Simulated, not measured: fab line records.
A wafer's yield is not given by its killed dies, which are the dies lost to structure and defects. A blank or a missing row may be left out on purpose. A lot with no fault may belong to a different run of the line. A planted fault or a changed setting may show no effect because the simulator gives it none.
A lot that was struck, set against a sound lot	flow sky130	26 out of 708 route steps
Sound: the wafers L534.2, L534.3, L534.4. Struck: wafers L522.1, L522.4, L522.5. Last of all comes the cause.
Order at every step that has rows: each side's tool, ch and its chambers, its first start. Under that, the readings that differ: sound wafers	struck wafers	difference of the means	sigmas: that difference in standard deviations of wafers without a fault.
alike: a reading whose means differ by less than 2 such deviations, as well as words and numbers matching on both sides. not compared: withheld readings; readings where some wafer has no value; bounds like >300 that might hide an equal value; numbers whose values overlap and for which the record gives no deviation.
The two part at a step that has a row with sigmas, a row that says differs or no value, or rows on one side only. Numbers that have no deviation but don't overlap get no sigmas and don't part them. Lack of a reading on every wafer of one side parts them only where that side has two or more wafers.

first, 3 steps without rows for these wafers: SKY_FIELD_ISO_WET_ETCH_30 (etches SiO2 in dHF, target depth 25 nm, time 50 s); SKY_NWELL_CLEAN_00 (cleans in SC1/SC2, time 150 s); SKY_NWELL_OXIDATION_01 (stabilise 600 s, purge 300 s, target thk 10 nm).
SKY_NWELL_THK_MEAS_02:
  sound on film-metro-02 at day 7 03:40; struck on film-metro-03 at day 4 12:56
  alike: NWELL_OXIDATION_THK
then, 8 steps without rows for these wafers: SKY_DNWELL_DEHYDRATE_00 (time 60 s); SKY_DNWELL_HMDS_01 (prime time 60 s); SKY_DNWELL_COAT_02 (resist thk 3000 nm); SKY_DNWELL_SOFTBAKE_03; SKY_DNWELL_EXPOSE_04 (exposes mask DNM, target cd 3000 nm); SKY_DNWELL_PEB_05; SKY_DNWELL_DEVELOP_06 (develop time 60 s); SKY_DNWELL_IMPLANT_07.
SKY_DNWELL_STRIP_08: strips in O2/N2.
  sound on plasma-asher-01 ch 0,1, day 8 00:44; struck on plasma-asher-01 ch 0,1, day 5 07:29
  no value came back on the struck wafers for chamber-pressure-mTorr (mTorr), drypump-motor-current-A (A), oes-product-au (a.u.), strip-time-to-endpoint-s (s); on the sound wafers chamber-pressure-mTorr (mTorr) reads 1501.5 1501.2 1501.0
reading	sound	struck	difference	sigmas
model.coat_of_DNWELL_COAT_02.thk-nm (nm)	0 0 0	2996 2996 2985	+2992	
  not compared: rf-hours-counter-h
SKY_DNWELL_TW_MEAS_09:
  sound on film-metro-03 at day 8 00:51; struck on film-metro-01 at day 5 07:35
  alike: DNWELL_TW
then, 7 steps without rows for these wafers: SKY_PWDE_DEHYDRATE_00 (time 60 s); SKY_PWDE_HMDS_01 (prime time 60 s); SKY_PWDE_COAT_02 (resist thk 3000 nm); SKY_PWDE_SOFTBAKE_03; SKY_PWDE_EXPOSE_04 (exposes mask PWDEM, target cd 840 nm); SKY_PWDE_PEB_05; SKY_PWDE_DEVELOP_06 (develop time 60 s).
SKY_PWDE_OVL_MEAS_07:
  sound on overlay-01 at day 8 22:09; struck on overlay-02 at day 6 02:38
  alike: PWDE_OVL
next, for these wafers, 1 step has no rows: SKY_PWDE_IMPLANT_08.
SKY_PWDE_STRIP_09: strips in O2/N2.
  sound on plasma-asher-04 ch 0,1, day 8 22:20; struck on plasma-asher-01 ch 0,1, day 6 02:50
reading	sound	struck	difference	sigmas
oes-product-au (a.u.)	0.723 0.726 0.720	0.738 0.740 0.743	+0.017	+4
strip-time-to-endpoint-s (s)	36.99 36.92 37.02	81.16 81.16 81.04	+44.14	+99 or more
  alike: chamber-pressure-mTorr, drypump-motor-current-A
  not compared: rf-hours-counter-h
SKY_PWDE_TW_MEAS_10:
  sound on film-metro-02 at day 8 22:26; struck on film-metro-02 at day 6 02:56
reading	sound	struck	difference	sigmas
PWDE_TW	375.8 375.6 376.2	30.1 30.3 30.1	-345.7	-99 or more
then, 1 step without rows for these wafers: SKY_NWELL_DEHYDRATE_03 (time 60 s).

## WHERE THEY PART
First at SKY_DNWELL_STRIP_08; last, within this record, at SKY_PWDE_TW_MEAS_10.

WHY: what had been put in by the simulator
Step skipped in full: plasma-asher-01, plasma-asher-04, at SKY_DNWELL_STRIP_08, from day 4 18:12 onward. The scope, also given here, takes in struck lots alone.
